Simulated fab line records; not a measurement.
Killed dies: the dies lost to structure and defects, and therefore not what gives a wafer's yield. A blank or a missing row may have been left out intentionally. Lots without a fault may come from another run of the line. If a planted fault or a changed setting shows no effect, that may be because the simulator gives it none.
A single fault, viewed from 2 desks | flow sky130 | every desk sees just its own numbers, and what lay behind them comes last

## FROM THE METROLOGY DESK
What the gauges read for every lot (on any tool): the sampled wafers with a number, averaged. Marked OUT: a lot whose mean sits more than 4 standard deviations from the usual mean, which makes it out of limits; the brackets give that distance.
Columns: A = VIA2_W_RS at SKY_VIA2_RS_MEAS_22, usual 0.272 ohm/sq; B = CAPM_TIN_RS at SKY_CAPM_RS_MEAS_03, usual 6.89 ohm/sq; C = CAPM_TIN_THK at SKY_CAPM_THK_MEAS_04, usual 203.3 nm
lot  | first seen here | A     | B              | C
L365 | day 36 02:13    | 0.275 | 6.76           | 206.9
L371 | day 38 02:34    | 0.277 | 6.86           | 204.1
L372 | day 38 09:47    | 0.270 | 6.87           | 204.7
L373 | day 38 16:58    | 0.270 | 6.88           | 204.0
L374 | day 39 02:16    | 0.273 | 6.87           | 204.3
L375 | day 39 09:49    | 0.272 | 6.85           | 204.7
L377 | day 40 05:50    | 0.273 | 4.67 (-28) OUT | 325.4 (+53) OUT
L387 | day 42 18:55    | 0.272 | 6.84           | 204.2
L388 | day 43 02:45    | 0.268 | 6.82           | 205.8
This desk reports L377 out of limits; the earliest was L377 at day 40 06:40 (CAPM_TIN_RS at SKY_CAPM_RS_MEAS_03). L365, L371, L372, L373, L374, L375, L387, L388: within limits.

## AT THE TOOL OWNER'S DESK: pvdSputter-03
The tool's own readings at SKY_CAPM_SPUTTER_02 (material TiN, target thk 200 nm, time 166.7 s): means of the sampled wafers that have a number, for each lot that ran on this tool. Marked OUT: a lot whose mean sits more than 4 standard deviations from the usual mean, which makes it out of limits; the brackets give that distance.
Columns: A = cathodeDcPowerW at SKY_CAPM_SPUTTER_02, usual 6500.2 W; B = susceptorTempC at SKY_CAPM_SPUTTER_02, usual 299.99 C; C = throttleValvePct at SKY_CAPM_SPUTTER_02, usual 30.1 %
lot  | first seen here | A      | B      | C
L365 | day 36 02:56    | 6500.0 | 299.80 | 29.2
L374 | day 39 08:25    | 6500.1 | 300.21 | 29.0
L375 | day 39 10:31    | 6500.3 | 299.83 | 28.9
L377 | day 40 06:32    | 6500.3 | 299.94 | 29.6
L388 | day 43 03:27    | 6499.1 | 299.82 | 29.0
This desk's verdict: no lot among the 5 shows anything out of limits.

## ALL TOGETHER
The metrology desk could have raised an alarm at day 40 06:40, on L377.
The desk of the tool owner found nothing out of limits.
Tool owner's desk: L377 on record, inside its limits.
On pvdSputter-03, each named lot ran SKY_CAPM_SPUTTER_02.

## WHAT THE SIMULATOR PUT IN
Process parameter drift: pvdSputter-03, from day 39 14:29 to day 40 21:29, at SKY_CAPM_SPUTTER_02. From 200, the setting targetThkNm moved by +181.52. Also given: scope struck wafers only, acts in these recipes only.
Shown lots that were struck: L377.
Time in hours between the start of the fault and the first out-of-limits reading at each desk: metrology desk, 16.
